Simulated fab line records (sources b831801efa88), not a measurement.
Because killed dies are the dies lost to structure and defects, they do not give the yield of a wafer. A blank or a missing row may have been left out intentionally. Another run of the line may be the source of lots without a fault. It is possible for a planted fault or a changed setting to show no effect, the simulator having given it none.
Which tool did it?    flow gf180mcu    42 wafers from 14 lots sampled at 2 of the route's 602 steps

WHAT THE GAUGES READ, wafer by wafer
GF_V5_THK_MEAS_25: measures by xrf.
lot   measured      on             V5_W_THK (nm)
L486  day 27 16:07  film_metro-04  361 364 359
L487  day 27 19:05  film_metro-04  348 345 351
L488  day 28 08:28  film_metro-01  357 344 344
L489  day 28 11:25  film_metro-03  348 360 347
L490  day 28 17:02  film_metro-03  354 351 352
L491  day 29 08:14  film_metro-04  353 350 358
L493  day 29 09:41  film_metro-03  356 356 355
L492  day 29 11:56  film_metro-04  363 360 352
L494  day 30 03:17  film_metro-01  352 347 355
L495  day 30 04:20  film_metro-01  355 357 345
L503  day 32 09:19  film_metro-03  351 352 358
L505  day 32 14:19  film_metro-03  354 346 355
L508  day 33 10:32  film_metro-04  358 352 354
L509  day 33 21:16  film_metro-03  351 351 350

TOOL THAT RAN EACH LOT (tool first, then ch and the chambers of the sampled wafers, then the start)
lot   GF_CONTACT_CMP_04
L486  cmp-02 ch 0,1,2, day 15 14:18
L487  cmp-01 ch 1,2, day 15 16:53
L488  cmp-01 ch 0,1,2, day 16 09:13
L489  cmp-02 ch 0,2, day 16 12:43
L490  cmp-02 ch 1,2, day 16 15:40
L491  cmp-01 ch 0,1,3, day 17 12:43
L493  cmp-01 ch 0,1,3, day 17 15:28
L492  cmp-01 ch 0,2,3, day 17 16:16
L494  cmp-01 ch 0,2,3, day 18 12:15
L495  cmp-02 ch 0,2, day 18 15:18
L503  cmp-01 ch 1,2,3, day 21 13:49
L505  cmp-02 ch 0,3, day 21 19:58
L508  cmp-02 ch 1,2,3, day 22 21:22
L509  cmp-01 ch 1,2, day 23 14:52
- GF_CONTACT_CMP_04: polishes SiO2.

AS READ BY THE TOOLS THEMSELVES (means over the sampled wafers that have a number; for cases with no such wafer, the mark the record gives instead)
GF_CONTACT_CMP_04.
lot   tool    motor_current_A (A)  time_to_endpoint_s (s)
L486  cmp-02  11.7                 109
L487  cmp-01  11.4                 106
L488  cmp-01  11.3                 109
L489  cmp-02  10.5                 109
L490  cmp-02  12.1                 108
L491  cmp-01  12.6                 112
L493  cmp-01  12.7                 115
L492  cmp-01  11.8                 105
L494  cmp-01  11.9                 114
L495  cmp-02  10.4                 115
L503  cmp-01  12.1                 113
L505  cmp-02  11.5                 107
L508  cmp-02  12.2                 107
L509  cmp-01  11.6                 111

THE ANSWER, worked out from the rows above alone
Rule: what is usual is taken from the lots themselves. Put in order of their means at a reading, lots are off if they are a third of the lots or fewer, leave a main group of 4 or more, and stand apart from it by a gap of 3 or more times the standard deviation of the main group's means; of several such gaps the widest counts. If all means in a main group match to the digits the tables above print for the reading, that group is not used. Also off: a lot with no number at a reading for which 4 or more lots have one. Where the step has rows for the other lots, those lots are counted as sound. The gauges are gone through in route order, then the tools' own readings, and for those a lot's mean is taken as printed above. The first step at which some lot is off is used, and at that step the reading that is off furthest; a lot without a number counts as furthest.
Nothing can be told from this: no lot is off at any reading shown.

WHAT WAS PUT IN BY THE SIMULATOR
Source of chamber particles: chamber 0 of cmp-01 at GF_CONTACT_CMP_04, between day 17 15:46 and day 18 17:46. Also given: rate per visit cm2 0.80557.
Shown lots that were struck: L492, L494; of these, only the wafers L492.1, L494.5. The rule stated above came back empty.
